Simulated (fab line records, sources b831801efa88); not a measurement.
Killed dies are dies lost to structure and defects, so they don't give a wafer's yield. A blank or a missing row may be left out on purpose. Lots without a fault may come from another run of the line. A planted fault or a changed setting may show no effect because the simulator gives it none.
One fault seen from 2 desks | flow sky130 | each desk has only its own numbers; what lay behind them comes last

THE TOOL OWNER'S DESK: implanter-04
The tool's own readings at SKY_NWELL_IMPLANT_11: means of the sampled wafers that have a number, for each lot that ran on this tool. A lot is out of limits, marked OUT, if its mean lies more than 4 standard deviations from the usual mean; the brackets give that distance.
Columns: A = beam_energy_keV at SKY_NWELL_IMPLANT_11, usual 400.02; B = dose_ions_cm2 at SKY_NWELL_IMPLANT_11, usual 1.9e+13; C = faraday_current_uA at SKY_NWELL_IMPLANT_11, usual 106.9
lot  | first seen here | A      | B                 | C
L547 | day 6 18:13     | 400.17 | 1.9e+13           | 107.6
L549 | day 7 04:13     | 400.22 | 1.9e+13           | 106.8
L550 | day 7 12:27     | 399.95 | 1.9e+13           | 104.0
L551 | day 7 16:59     | 400.08 | 1.9e+13           | 108.5
L554 | day 8 11:55     | 399.87 | 1.8e+13 (-53) OUT | 100.6
L555 | day 8 22:57     | 399.88 | 1.8e+13 (-52) OUT | 98.2 (-4.1) OUT
This desk's finding: out of limits on L554, L555; first on L554, day 8 11:55 (dose_ions_cm2 at SKY_NWELL_IMPLANT_11). In limits: L547, L549, L550, L551.

THE METROLOGY DESK
What the gauges read, lot by lot, whatever tool the lot ran on: means of the sampled wafers that have a number. A lot is out of limits, marked OUT, if its mean lies more than 4 standard deviations from the usual mean; the brackets give that distance.
Columns: A = INCOMING_BOW at SKY_FIELD_ISO_BOW_MEAS_00, usual -1 um; B = FIELD_ISO_CVD_03_THK at SKY_FIELD_ISO_THK_MEAS_04, usual 148.1 nm; C = FIELD_ISO_OXIDATION_01_THK at SKY_FIELD_ISO_THK_MEAS_23, usual 9.98 nm; D = NWELL_RS at SKY_NWELL_RS_MEAS_29, usual 624.8 ohm/sq
lot  | first seen here | A  | B     | C     | D
L538 | day 1 10:02     | 3  | 148.8 | 10.05 | 624.5
L540 | day 1 20:01     | 1  | 149.0 | 9.79  | 626.0
L541 | day 2 01:00     | -4 | 149.9 | 10.10 | 624.5
L543 | day 2 11:00     | -1 | 148.4 | 9.82  | 625.0
L545 | day 2 21:00     | -5 | 147.0 | 10.22 | 624.9
L546 | day 3 02:01     | -3 | 148.2 | 9.80  | 625.1
L547 | day 3 07:00     | -1 | 146.4 | 10.14 | 626.8
L548 | day 3 12:00     | -3 | 147.9 | 10.25 | 622.3
L549 | day 3 17:00     | -3 | 147.6 | 9.85  | 624.2
L550 | day 3 22:00     | -4 | 147.9 | 10.10 | 623.0
L551 | day 4 03:02     | 2  | 148.1 | 10.17 | 625.0
L554 | day 4 18:01     | -5 | 149.4 | 9.96  | 646.6 (+13) OUT
L555 | day 4 23:04     | 2  | 149.8 | 10.05 | 643.1 (+11) OUT
This desk's finding: out of limits on L554, L555; first on L554, day 9 10:10 (NWELL_RS at SKY_NWELL_RS_MEAS_29). In limits: L538, L540, L541, L543, L545, L546, L547, L548, L549, L550, L551.

PUT TOGETHER
The tool owner's desk could have raised an alarm at day 8 11:55, on L554, L555.
The metrology desk could have raised an alarm at day 9 10:10, on L554, L555.
Of the lots named, all ran SKY_NWELL_IMPLANT_11 on implanter-04.

WHAT THE SIMULATOR HAD PUT IN
Process parameter drift: implanter-04, from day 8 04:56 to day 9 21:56, at SKY_NWELL_IMPLANT_11. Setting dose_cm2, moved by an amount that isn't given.
Lots struck among those shown: L554, L555.
Hours from the fault's start to each desk's first reading out of limits: the tool owner's desk, 7; the metrology desk, 29.
